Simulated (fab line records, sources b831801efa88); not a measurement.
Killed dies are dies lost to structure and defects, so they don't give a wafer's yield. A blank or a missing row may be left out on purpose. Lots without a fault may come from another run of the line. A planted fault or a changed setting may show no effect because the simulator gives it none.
Which tool did it? | flow gf180mcu | 6 lots, 18 wafers sampled, at 2 steps of a route of 602

WHAT THE GAUGES READ, wafer by wafer
GF_CONTACT_CD_MEAS_14: target cd 220 nm.
lot  | measured     | on        | cd_nm (nm)
L589 | day 16 09:11 | cd_sem-02 | 219.3 219.4 219.4
L593 | day 17 22:24 | cd_sem-01 | 220.1 218.8 218.8
L595 | day 18 16:12 | cd_sem-02 | 219.6 218.4 218.2
L597 | day 19 11:04 | cd_sem-01 | 221.6 220.2 220.3
L605 | day 22 10:38 | cd_sem-02 | 219.7 220.2 220.3
L610 | day 23 22:46 | cd_sem-01 | 220.7 220.8 219.6

WHICH TOOL RAN EACH LOT (tool, then ch and the chambers of the sampled wafers, then the start)
lot  | GF_CONTACT_EXPOSE_11
L589 | krf_scanner-02 ch 0, day 15 22:26
L593 | krf_scanner-01 ch 0, day 17 11:26
L595 | krf_scanner-02 ch 0, day 18 04:08
L597 | krf_scanner-01 ch 0, day 18 22:50
L605 | krf_scanner-02 ch 0, day 21 23:16
L610 | krf_scanner-01 ch 0, day 23 11:31
- GF_CONTACT_EXPOSE_11: exposes mask Contact, target cd 220 nm.

THE ANSWER, worked out from the rows above alone
Rule: what is usual is taken from the lots themselves. Put in order of their means at a reading, lots are off if they are a third of the lots or fewer, leave a main group of 4 or more, and stand apart from it by a gap of 3 or more times the standard deviation of the main group's means; of several such gaps the widest counts. A main group whose means are all the same, to the digits that the tables above print for the reading, isn't used. A lot without any number at a reading at which 4 lots or more have one is off too. The other lots that the step has rows for count as sound.
No lot is off at any reading shown: from this, nothing can be told.

WHAT THE SIMULATOR HAD PUT IN
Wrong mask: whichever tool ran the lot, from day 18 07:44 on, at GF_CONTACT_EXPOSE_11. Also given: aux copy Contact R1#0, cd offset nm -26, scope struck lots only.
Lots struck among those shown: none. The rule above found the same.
